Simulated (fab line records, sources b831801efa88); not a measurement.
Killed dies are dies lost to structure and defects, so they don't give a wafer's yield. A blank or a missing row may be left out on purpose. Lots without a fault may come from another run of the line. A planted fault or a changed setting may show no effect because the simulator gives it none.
fab line records | flow sky130
record lots=5 wafers=23
route steps=708 shown RES_PROTECT@209 POLY_GATE@213 LDD_N@246 LDD_P@264 LDD_HVN@269 LDD_LDN@291 POLY_CUT@309 SD_P@326
start_h: hours from the record's first day to the start of the lot's first wafer shown | wait_h: hours since the lot's step before | " the same as in the row above | L1.1+2: a row that stands for several wafers | - no value, or no start given | * or withheld: withheld | < > ~ a bound
route shown NAME@n: a module of which the file shows steps, and the number in the route of the first | usual: mean/standard deviation of fault-free wafers | same: alike in all rows | chamber/n: place in a boat | sites: the reading at each site | _std_site: their standard deviation | _edge_site: outer sites' mean less inner sites' | radius_mm: how far each site lies from the wafer's centre | mask NAME#n: copy n | behind: the tool/chamber that last shaped the wafer | hold: why the lot was held/for how many hours/how that ended | device: the transistor (n, p or np) that didn't switch | end of line: the same wafers' tests at the end of the route | a step without rows: its recipe alone | killed: dies lost to structure and defects at the first sort, not the wafer's yield | map: a wafer's dies, x killed, . not, _ none there
set.NAME: the setting as run; set.NAME@STEP: as run at that earlier step | model.NAME: the simulator's own value behind a step, which no gauge read
lots whose settings were changed on purpose; a table a step, a row a wafer
## steps
# step SKY_RES_PROTECT_SOFTBAKE_03
# recipe temp_c=90 time_s=60 resist=NOVOLAK
# columns lot.wafer tool chamber start_h wait_h set.temp_c
L077.1+2+3+5+6 litho_track-01 0 352.02 0.1 90
L080.2+4+5 litho_track-02 0 368.54 0.1 90
L082.1+3+4+5+6 litho_track-01 0 384.82 0.1 90
L084.1+2+3+5+6 litho_track-02 0 411.97 0.1 90
L085.1+3 litho_track-02 0 417.17 0.1 87.22
L085.2+4+5 " 0 " " 90
# step SKY_RES_PROTECT_EXPOSE_04
# recipe mask_id=RPM na=0.6 source_shape=conventional sigma_outer=0.6 polarization=unpolarized target_cd_nm=1270 dose_mj=131
# step SKY_RES_PROTECT_PEB_05
# recipe temp_c=withheld time_s=* resist=NOVOLAK
# step SKY_RES_PROTECT_DEVELOP_06
# recipe resist=NOVOLAK developer=TMAH develop_time_s=60 dev_temp_c=23
# step SKY_POLY_GATE_IMPLANT_02
# recipe species=P energy_kev=30.3 dose_cm2=7.7e+15 tilt_deg=0
# step SKY_RES_PROTECT_STRIP_07
# recipe chemistry=O2/N2 power_w=1400 pressure_mtorr=1500 platen_temp_c=withheld o2_flow_sccm=3000 n2_flow_sccm=300 overash_fraction=0.5
# usual strip_time_to_endpoint_s=23.38/0.038
# columns lot.wafer tool chamber start_h wait_h set.resist_thk_nm@RES_PROTECT_COAT_02 strip_time_to_endpoint_s
L077.1 plasma_asher-04 0 365.87 0.1 1105 23.04
L077.2 " 1 " " 1140 23.44
L077.3 " 0 " " 1140 23.46
L077.5 " 0 " " 1140 23.44
L077.6 " 1 " " 1105 22.99
L080.2 plasma_asher-04 0 383.92 0.1 1140 23.38
L080.4 " 1 " " 1140 23.38
L080.5 " 0 " " 1140 23.37
L082.1 plasma_asher-04 0 399.60 0.1 1140 23.36
L082.3 " 1 " " 1140 23.34
L082.4 " 0 " " 1140 23.40
L082.5 " 0 " " 1140 23.39
L082.6 " 1 " " 1140 23.40
L084.1 plasma_asher-03 0 426.95 0.1 1140 23.42
L084.2 " 1 " " 1199 24.03
L084.3 " 1 " " 1199 23.99
L084.5 " 0 " " 1199 24.01
L084.6 " 1 " " 1140 23.41
L085.1 plasma_asher-03 0 432.65 0.1 1140 23.49
L085.2 " 1 " " 1140 23.39
L085.3 " 1 " " 1140 23.47
L085.4 " 0 " " 1117 23.16
L085.5 " 0 " " 1117 23.13
# step SKY_POLY_GATE_OXIDATION_20
# recipe temp_c=850 ambient=O2 stabilise_s=600 purge_s=300 target_thk_a=40 ox_time_s=899
# columns lot.wafer tool chamber start_h wait_h set.ox_time_s model.SiO2_of_POLY_GATE_OXIDATION_20.thk_nm
L077.1 - - - 1.3 833.2 3.76
L077.2 " - " " 833.2 3.716
L077.3 " - " " 833.2 3.689
L077.5 " - " " 833.2 3.686
L077.6 " - " " 833.2 3.749
L080.2 furnace-02 0 416.10 0.1 899 3.984
L080.4 " 0 " " 899 4.022
L080.5 " 0 " " 899 4.052
L082.1 - - - 0.0 765.1 3.486
L082.3 " - " " 765.1 3.448
L082.4 " - " " 765.1 3.451
L082.5 " - " " 765.1 3.442
L082.6 " - " " 765.1 3.515
L084.1 - - - 0.0 951.4 4.275
L084.2 " - " " 951.4 4.273
L084.3 " - " " 951.4 4.218
L084.5 " - " " 951.4 4.209
L084.6 " - " " 951.4 4.252
L085.1 - - - 0.2 1008 4.354
L085.2 " - " " 1008 4.384
L085.3 " - " " 1008 4.449
L085.4 " - " " 1008 4.41
L085.5 " - " " 1008 4.419
# step SKY_POLY_GATE_THK_MEAS_21
# recipe reads=SiO2_of_POLY_GATE_OXIDATION_20
# usual POLY_GATE_OXIDATION_THK=3.97/0.085
# columns lot.wafer tool chamber start_h wait_h set.ox_time_s@POLY_GATE_OXIDATION_20 POLY_GATE_OXIDATION_THK[nm]
L077.1 film_metro-04 - - - 833.2 3.73
L077.2 " - " " 833.2 3.72
L077.3 " - " " 833.2 3.71
L077.5 " - " " 833.2 3.69
L077.6 " - " " 833.2 3.75
L080.2 film_metro-04 - 417.36 0.0 899 3.99
L080.4 " - " " 899 4.01
L080.5 " - " " 899 4.07
L082.1 film_metro-01 - - - 765.1 3.48
L082.3 " - " " 765.1 3.46
L082.4 " - " " 765.1 3.47
L082.5 " - " " 765.1 3.37
L082.6 " - " " 765.1 3.51
L084.1 film_metro-04 - - - 951.4 4.33
L084.2 " - " " 951.4 4.26
L084.3 " - " " 951.4 4.24
L084.5 " - " " 951.4 4.22
L084.6 " - " " 951.4 4.29
L085.1 film_metro-04 - - - 1008 4.37
L085.2 " - " " 1008 4.42
L085.3 " - " " 1008 4.46
L085.4 " - " " 1008 4.36
L085.5 " - " " 1008 4.41
# step SKY_LDD_N_IMPLANT_09
# recipe species=As energy_kev=20 dose_cm2=7.5e+13 tilt_deg=withheld rotation_deg=113
# columns lot.wafer tool chamber start_h wait_h set.energy_kev model.implant.rp_nm model.implant.drp_nm
L077.1+5+6 implanter-04 0 430.05 0.1 20.96 16.26 7.45
L077.2+3 " 0 " " 20 15.71 7.212
L080.2+4+5 implanter-03 0 448.53 0.1 20 16.17 7.212
L082.1+3+4+5+6 implanter-01 0 465.22 0.1 20 15.88 7.212
L084.1+3+5 implanter-01 0 492.25 0.1 20 15.78 7.212
L084.2+6 " 0 " " 21.12 16.42 7.49
L085.1+2+3+4+5 implanter-04 0 497.97 0.1 20 15.38 7.212
# step SKY_LDD_N_IMPLANT_14
# recipe species=BF2 energy_kev=50 dose_cm2=5e+12 tilt_deg=30 rotation_deg=180
# columns lot.wafer tool chamber start_h wait_h set.energy_kev model.implant.rp_nm model.implant.drp_nm
L077.1+2+3 implanter-04 0 430.80 0.1 50 32.29 18.83
L077.5+6 " 0 " " 48.54 31.36 18.43
L080.2+4+5 implanter-03 0 449.28 0.1 50 33.13 18.83
L082.1+5 implanter-01 0 465.97 0.1 47.45 30.32 18.13
L082.3+4+6 " 0 " " 50 31.94 18.83
L084.1+3 implanter-01 0 493.00 0.1 50 32.95 18.83
L084.2+5+6 " 0 " " 51.2 33.74 19.16
L085.1+4 implanter-04 0 498.72 0.1 50 32.07 18.83
L085.2+3+5 " 0 " " 49.02 31.45 18.56
# step SKY_LDD_P_IMPLANT_09
# recipe species=BF2 energy_kev=25 dose_cm2=1e+13 tilt_deg=withheld
# columns lot.wafer tool chamber start_h wait_h set.energy_kev model.implant.rp_nm model.implant.drp_nm
L077.1+3 implanter-03 0 461.94 0.0 24.07 19.93 11.11
L077.2+5+6 " 0 " " 25 20.55 11.41
L080.2+4+5 implanter-01 0 480.03 0.0 25 21 11.41
L082.1+3+4+5+6 implanter-03 0 496.90 0.0 25 21.13 11.41
L084.1+5+6 implanter-02 0 524.20 0.0 25 20.74 11.41
L084.2+3 " 0 " " 23.81 19.94 11.02
L085.1+4+5 implanter-01 0 529.37 0.0 25 21.01 11.41
L085.2+3 " 0 " " 26.06 21.72 11.75
# step SKY_LDD_P_STRIP_10
# recipe chemistry=O2/N2 power_w=1400 pressure_mtorr=1500 platen_temp_c=withheld o2_flow_sccm=3000 n2_flow_sccm=300 overash_fraction=0.5
# step SKY_LDD_P_TW_MEAS_11
# usual LDD_P_TW=641.2/2.9
# columns lot.wafer tool chamber start_h wait_h set.energy_kev@LDD_P_IMPLANT_09 LDD_P_TW
L077.1 film_metro-01 - 462.19 0.1 24.07 639.3
L077.2 " - " " 25 647.7
L077.3 " - " " 24.07 639.5
L077.5 " - " " 25 644.3
L077.6 " - " " 25 649.5
L080.2 film_metro-04 - 480.26 0.1 25 639.2
L080.4 " - " " 25 639.2
L080.5 " - " " 25 640.0
L082.1 film_metro-04 - 497.15 0.1 25 639.7
L082.3 " - " " 25 638.1
L082.4 " - " " 25 642.3
L082.5 " - " " 25 640.6
L082.6 " - " " 25 642.3
L084.1 film_metro-01 - 524.45 0.1 25 638.4
L084.2 " - " " 23.81 632.6
L084.3 " - " " 23.81 632.9
L084.5 " - " " 25 639.7
L084.6 " - " " 25 643.5
L085.1 film_metro-04 - 529.62 0.1 25 639.5
L085.2 " - " " 26.06 647.9
L085.3 " - " " 26.06 646.6
L085.4 " - " " 25 640.4
L085.5 " - " " 25 635.6
# step SKY_LDD_HVN_COAT_02
# recipe resist=NOVOLAK spin_rpm=3000 resist_thk_nm=300
# columns lot.wafer tool chamber start_h wait_h set.spin_rpm model.NOVOLAK_of_LDD_HVN_COAT_02.thk_nm
L077.1 litho_track-03 0 477.40 0.1 3000 299.8
L077.2 " 0 " " 3000 299.5
L077.3 " 0 " " 3000 299.9
L077.5 " 0 " " 3000 300.8
L077.6 " 0 " " 3000 300
L080.2 litho_track-02 0 494.89 0.1 3000 300.2
L080.4 " 0 " " 3000 299.8
L080.5 " 0 " " 3000 299.4
L082.1 litho_track-03 0 512.55 0.1 3000 300.9
L082.3 " 0 " " 3000 300.7
L082.4 " 0 " " 3181 292.2
L082.5 " 0 " " 3181 292.7
L082.6 " 0 " " 3000 300.4
L084.1 litho_track-01 0 539.12 0.1 3000 298.4
L084.2 " 0 " " 3000 298
L084.3 " 0 " " 2780 310
L084.5 " 0 " " 2780 311
L084.6 " 0 " " 3000 298.3
L085.1 litho_track-03 0 544.49 0.1 3214 289.7
L085.2 " 0 " " 3214 290.4
L085.3 " 0 " " 3000 299.7
L085.4 " 0 " " 3000 301
L085.5 " 0 " " 3214 289.6
# step SKY_LDD_HVN_IMPLANT_08
# recipe species=P energy_kev=60 dose_cm2=3e+13 tilt_deg=40
# columns lot.wafer tool chamber start_h wait_h set.energy_kev model.implant.rp_nm model.implant.drp_nm
L077.1+5 implanter-04 0 492.33 0.0 58.41 55.78 27.51
L077.2+3+6 " 0 " " 60 57.32 28.15
L080.2+4+5 implanter-02 0 511.36 0.0 60 57.97 28.15
L082.1+3+4+5+6 implanter-01 0 527.15 0.0 60 56.15 28.15
L084.1+6 implanter-01 0 554.00 0.0 60 56.42 28.15
L084.2+3+5 " 0 " " 57.15 53.7 27.01
L085.1+5 implanter-02 0 559.48 0.0 60 58.2 28.15
L085.2+3+4 " 0 " " 57.09 55.33 26.98
# step SKY_LDD_HVN_STRIP_09
# recipe chemistry=O2/N2 power_w=1400 pressure_mtorr=1500 platen_temp_c=withheld o2_flow_sccm=3000 n2_flow_sccm=300 overash_fraction=0.5
# usual strip_time_to_endpoint_s=4.131/0.014
# columns lot.wafer tool chamber start_h wait_h set.spin_rpm@LDD_HVN_COAT_02 strip_time_to_endpoint_s
L077.1 plasma_asher-03 0 492.48 0.1 3000 4.131
L077.2 " 1 " " 3000 4.131
L077.3 " 1 " " 3000 4.124
L077.5 " 0 " " 3000 4.138
L077.6 " 1 " " 3000 4.124
L080.2 plasma_asher-02 0 511.48 0.1 3000 4.126
L080.4 " 1 " " 3000 4.140
L080.5 " 1 " " 3000 4.107
L082.1 plasma_asher-02 0 527.30 0.1 3000 4.143
L082.3 " 0 " " 3000 4.160
L082.4 " 1 " " 3181 4.029
L082.5 " 0 " " 3181 4.040
L082.6 " 1 " " 3000 4.146
L084.1 plasma_asher-02 0 554.15 0.1 3000 4.113
L084.2 " 1 " " 3000 4.091
L084.3 " 1 " " 2780 4.273
L084.5 " 0 " " 2780 4.286
L084.6 " 1 " " 3000 4.106
L085.1 plasma_asher-03 0 559.63 0.1 3214 3.998
L085.2 " 1 " " 3214 4.001
L085.3 " 0 " " 3000 4.154
L085.4 " 1 " " 3000 4.149
L085.5 " 1 " " 3214 4.006
# step SKY_LDD_HVN_TW_MEAS_10
# usual LDD_HVN_TW=1447/6.3
# columns lot.wafer tool chamber start_h wait_h set.energy_kev@LDD_HVN_IMPLANT_08 LDD_HVN_TW
L077.1 film_metro-01 - 492.58 0.1 58.41 1436
L077.2 " - " " 60 1445
L077.3 " - " " 60 1448
L077.5 " - " " 58.41 1436
L077.6 " - " " 60 1457
L080.2 film_metro-03 - 511.59 0.1 60 1435
L080.4 " - " " 60 1444
L080.5 " - " " 60 1439
L082.1 film_metro-03 - 527.40 0.1 60 1438
L082.3 " - " " 60 1446
L082.4 " - " " 60 1442
L082.5 " - " " 60 1442
L082.6 " - " " 60 1443
L084.1 film_metro-01 - 554.25 0.1 60 1455
L084.2 " - " " 57.15 1428
L084.3 " - " " 57.15 1441
L084.5 " - " " 57.15 1435
L084.6 " - " " 60 1454
L085.1 film_metro-04 - 559.73 0.1 60 1445
L085.2 " - " " 57.09 1420
L085.3 " - " " 57.09 1422
L085.4 " - " " 57.09 1418
L085.5 " - " " 60 1447
# step SKY_LDD_LDN_COAT_02
# recipe resist=NOVOLAK spin_rpm=3000 resist_thk_nm=1140
# columns lot.wafer tool chamber start_h wait_h set.spin_rpm model.NOVOLAK_of_LDD_LDN_COAT_02.thk_nm
L077.1+3 litho_track-04 0 537.83 0.1 2919 1155
L077.2+6 " 0 " " 3000 1138
L077.5 " 0 " " 2919 1153
L080.2 litho_track-04 0 555.91 0.1 3000 1134
L080.4 " 0 " " 3000 1138
L080.5 " 0 " " 3000 1139
L082.1+4 litho_track-01 0 572.72 0.1 3152 1108
L082.3 " 0 " " 3000 1138
L082.5 " 0 " " 3000 1137
L082.6 " 0 " " 3152 1110
L084.1 litho_track-02 0 598.57 0.1 3000 1149
L084.2 " 0 " " 3086 1128
L084.3 " 0 " " 3000 1145
L084.5 " 0 " " 3086 1131
L084.6 " 0 " " 3000 1148
L085.1 litho_track-02 0 604.27 0.1 3000 1140
L085.2+4 " 0 " " 3000 1138
L085.3 " 0 " " 3000 1136
L085.5 " 0 " " 3000 1137
# step SKY_LDD_LDN_IMPLANT_09
# recipe species=As energy_kev=15 dose_cm2=1.25e+13 tilt_deg=withheld rotation_deg=113
# columns lot.wafer tool chamber start_h wait_h set.energy_kev model.implant.drp_nm
L077.1+5+6 implanter-04 0 552.95 0.1 15.6 6.091
L077.2+3 " 0 " " 15 5.933
L080.2+4+5 implanter-03 0 571.33 0.1 15 5.933
L082.1+3+5 implanter-04 0 587.47 0.1 15 5.933
L082.4+6 " 0 " " 14.39 5.765
L084.1+2 implanter-01 0 614.10 0.1 14.73 5.859
L084.3+5+6 " 0 " " 15 5.933
L085.1+2+3 implanter-04 0 618.80 0.1 15 5.933
L085.4+5 " 0 " " 14.59 5.821
# step SKY_LDD_LDN_IMPLANT_10
# recipe species=As energy_kev=15 dose_cm2=1.25e+13 tilt_deg=withheld rotation_deg=203
# step SKY_LDD_LDN_IMPLANT_11
# recipe species=As energy_kev=15 dose_cm2=1.25e+13 tilt_deg=withheld rotation_deg=293
# step SKY_LDD_LDN_STRIP_12
# recipe chemistry=O2/N2 power_w=1400 pressure_mtorr=1500 platen_temp_c=withheld o2_flow_sccm=3000 n2_flow_sccm=300 overash_fraction=0.5
# usual strip_time_to_endpoint_s=14.17/0.038
# columns lot.wafer tool chamber start_h wait_h set.spin_rpm@LDD_LDN_COAT_02 strip_time_to_endpoint_s
L077.1 plasma_asher-02 0 553.40 0.1 2919 14.31
L077.2 " 1 " " 3000 14.15
L077.3 " 0 " " 2919 14.34
L077.5 " 0 " " 2919 14.31
L077.6 " 1 " " 3000 14.15
L080.2 plasma_asher-01 1 571.75 0.1 3000 14.11
L080.4 " 1 " " 3000 14.17
L080.5 " 0 " " 3000 14.17
L082.1 plasma_asher-01 0 587.92 0.1 3152 13.81
L082.3 " 0 " " 3000 14.15
L082.4 " 1 " " 3152 13.79
L082.5 " 1 " " 3000 14.15
L082.6 " 0 " " 3152 13.84
L084.1 plasma_asher-04 0 614.55 0.1 3000 14.27
L084.2 " 1 " " 3086 14.04
L084.3 " 0 " " 3000 14.23
L084.5 " 1 " " 3086 14.07
L084.6 " 0 " " 3000 14.26
L085.1 plasma_asher-02 0 619.25 0.1 3000 14.16
L085.2 " 1 " " 3000 14.16
L085.3 " 1 " " 3000 14.14
L085.4 " 0 " " 3000 14.14
L085.5 " 1 " " 3000 14.13
# step SKY_POLY_CUT_COAT_02
# recipe resist=BARC temp_c=withheld time_s=withheld spin_rpm=3000 resist_thk_nm=60
# columns lot.wafer tool chamber start_h wait_h set.resist_thk_nm
L077.1+2 litho_track-02 0 571.42 0.1 57.15
L077.3+5+6 " 0 " " 60
L080.2+4+5 litho_track-02 0 588.04 0.1 60
L082.1+5 litho_track-04 0 603.83 0.1 60
L082.3+4+6 " 0 " " 63.36
L084.1+2+3+5+6 litho_track-04 0 630.23 0.1 60
L085.1+2+4 litho_track-02 0 635.37 0.1 60
L085.3+5 " 0 " " 58.61
# step SKY_POLY_CUT_COAT_03
# recipe resist=KrF-thick spin_rpm=3000 resist_thk_nm=444
# step SKY_POLY_CUT_SOFTBAKE_04
# recipe temp_c=100 time_s=90 resist=KrF-thick
# step SKY_POLY_CUT_ETCH_10
# recipe chemistry=N2/H2 target=BARC ion_energy_ev=200 source_w=500 bias_w=100 pressure_mtorr=30 n2_flow_sccm=100 h2_flow_sccm=200 stop_on=SiO2 time_s=45.9 target_depth_a=600
# usual oes_product_au=0.855/0.0047
# columns lot.wafer tool chamber start_h wait_h set.resist_thk_nm@POLY_CUT_COAT_02 oes_product_au
L077.1 rie_diel-02 2 586.62 0.0 57.15 0.834
L077.2 " 3 " " 57.15 0.829
L077.3 " 1 " " 60 0.859
L077.5 " 3 " " 60 0.858
L077.6 " 0 " " 60 0.861
L080.2 rie_diel-02 1 603.30 0.0 60 0.851
L080.4 " 0 " " 60 0.860
L080.5 " 2 " " 60 0.859
L082.1 rie_diel-04 2 618.69 0.0 60 0.866
L082.3 " 1 " " 63.36 0.885
L082.4 " 3 " " 63.36 0.880
L082.5 " 0 " " 60 0.846
L082.6 " 1 " " 63.36 0.890
L084.1 rie_diel-04 3 645.85 0.0 60 0.850
L084.2 " 0 " " 60 0.855
L084.3 " 1 " " 60 0.850
L084.5 " 0 " " 60 0.853
L084.6 " 1 " " 60 0.857
L085.1 rie_diel-02 0 650.12 0.0 60 0.856
L085.2 " 3 " " 60 0.847
L085.3 " 1 " " 58.61 0.850
L085.4 " 2 " " 60 0.857
L085.5 " 0 " " 58.61 0.842
# step SKY_SD_P_DEVELOP_06
# recipe resist=NOVOLAK developer=TMAH develop_time_s=60 dev_temp_c=23
# columns lot.wafer tool chamber start_h wait_h set.dev_temp_c
L077.1+2+3 litho_track-01 0 615.92 0.1 23
L077.5+6 " 0 " " 20.67
L080.2+4+5 litho_track-02 0 632.29 0.1 23
L082.1+3+6 litho_track-02 0 648.27 0.1 20.43
L082.4+5 " 0 " " 23
L084.1+5 litho_track-03 0 674.99 0.1 25.44
L084.2+3+6 " 0 " " 23
L085.1+2+3+4+5 litho_track-03 0 679.64 0.1 23
# step SKY_SD_P_CD_MEAS_07
# recipe target_cd_nm=380
# usual cd_nm=380/3.4
# columns lot.wafer tool chamber start_h wait_h set.dev_temp_c@SD_P_DEVELOP_06 cd_nm
L077.1 cd_sem-01 - 616.07 0.1 23 381
L077.2 " - " " 23 381
L077.3 " - " " 23 379
L077.5 " - " " 20.67 387
L077.6 " - " " 20.67 384
L080.2 cd_sem-01 - 632.44 0.1 23 383
L080.4 " - " " 23 379
L080.5 " - " " 23 381
L082.1 cd_sem-01 - 648.42 0.1 20.43 382
L082.3 " - " " 20.43 385
L082.4 " - " " 23 375
L082.5 " - " " 23 375
L082.6 " - " " 20.43 384
L084.1 cd_sem-02 - 675.14 0.1 25.44 376
L084.2 " - " " 23 383
L084.3 " - " " 23 386
L084.5 " - " " 25.44 377
L084.6 " - " " 23 386
L085.1 cd_sem-01 - 679.79 0.1 23 378
L085.2 " - " " 23 374
L085.3 " - " " 23 375
L085.4 " - " " 23 375
L085.5 " - " " 23 376
## key
split step=SKY_RES_PROTECT_SOFTBAKE_03 setting=temp_c stated=90 by=wafer
response none clear
split step=SKY_POLY_GATE_OXIDATION_20 setting=ox_time_s stated=899 by=lot
response step=SKY_POLY_GATE_OXIDATION_20 reading=model.SiO2_of_POLY_GATE_OXIDATION_20.thk_nm change=+0.0357 per=1% r=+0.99
response step=SKY_POLY_GATE_THK_MEAS_21 reading=POLY_GATE_OXIDATION_THK change=+0.0363 per=1% r=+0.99
split step=SKY_LDD_N_IMPLANT_09 setting=energy_kev stated=20 by=wafer
response step=SKY_LDD_N_IMPLANT_09 reading=model.implant.rp_nm change=+0.114 per=1% r=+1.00
response step=SKY_LDD_N_IMPLANT_09 reading=model.implant.drp_nm change=+0.0497 per=1% r=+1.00
split step=SKY_LDD_N_IMPLANT_14 setting=energy_kev stated=50 by=wafer
response step=SKY_LDD_N_IMPLANT_14 reading=model.implant.rp_nm change=+0.318 per=1% r=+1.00
response step=SKY_LDD_N_IMPLANT_14 reading=model.implant.drp_nm change=+0.138 per=1% r=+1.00
split step=SKY_LDD_P_IMPLANT_09 setting=energy_kev stated=25 by=wafer
response step=SKY_LDD_P_IMPLANT_09 reading=model.implant.rp_nm change=+0.167 per=1% r=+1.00
response step=SKY_LDD_P_IMPLANT_09 reading=model.implant.drp_nm change=+0.0806 per=1% r=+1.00
response step=SKY_LDD_P_TW_MEAS_11 reading=LDD_P_TW change=+1.89 per=1% r=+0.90
split step=SKY_LDD_HVN_COAT_02 setting=spin_rpm stated=3000 by=wafer
response step=SKY_LDD_HVN_COAT_02 reading=model.NOVOLAK_of_LDD_HVN_COAT_02.thk_nm change=-1.52 per=1% r=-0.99
response step=SKY_LDD_HVN_STRIP_09 reading=strip_time_to_endpoint_s change=* per=1% r=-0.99
split step=SKY_LDD_HVN_IMPLANT_08 setting=energy_kev stated=60 by=wafer
response step=SKY_LDD_HVN_IMPLANT_08 reading=model.implant.rp_nm change=+0.583 per=1% r=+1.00
response step=SKY_LDD_HVN_IMPLANT_08 reading=model.implant.drp_nm change=+0.24 per=1% r=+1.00
response step=SKY_LDD_HVN_TW_MEAS_10 reading=LDD_HVN_TW change=+4.94 per=1% r=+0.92
split step=SKY_LDD_LDN_COAT_02 setting=spin_rpm stated=3000 by=wafer
response step=SKY_LDD_LDN_COAT_02 reading=model.NOVOLAK_of_LDD_LDN_COAT_02.thk_nm change=-5.77 per=1% r=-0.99
response step=SKY_LDD_LDN_STRIP_12 reading=strip_time_to_endpoint_s change=* per=1% r=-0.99
split step=SKY_LDD_LDN_IMPLANT_09 setting=energy_kev stated=15 by=wafer
response step=SKY_LDD_LDN_IMPLANT_09 reading=model.implant.drp_nm change=+0.0406 per=1% r=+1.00
split step=SKY_POLY_CUT_COAT_02 setting=resist_thk_nm stated=60 by=wafer
response step=SKY_POLY_CUT_ETCH_10 reading=oes_product_au change=+0.00531 per=1% r=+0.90
split step=SKY_SD_P_DEVELOP_06 setting=dev_temp_c stated=23 by=wafer
response step=SKY_SD_P_CD_MEAS_07 reading=cd_nm change=-0.704 per=1% r=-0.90
split outside_this_file step=SKY_RES_PROTECT_COAT_02 setting=resist_thk_nm
# split outside_this_file: this setting was split too, and the file shows its column; the key of that split is in another file
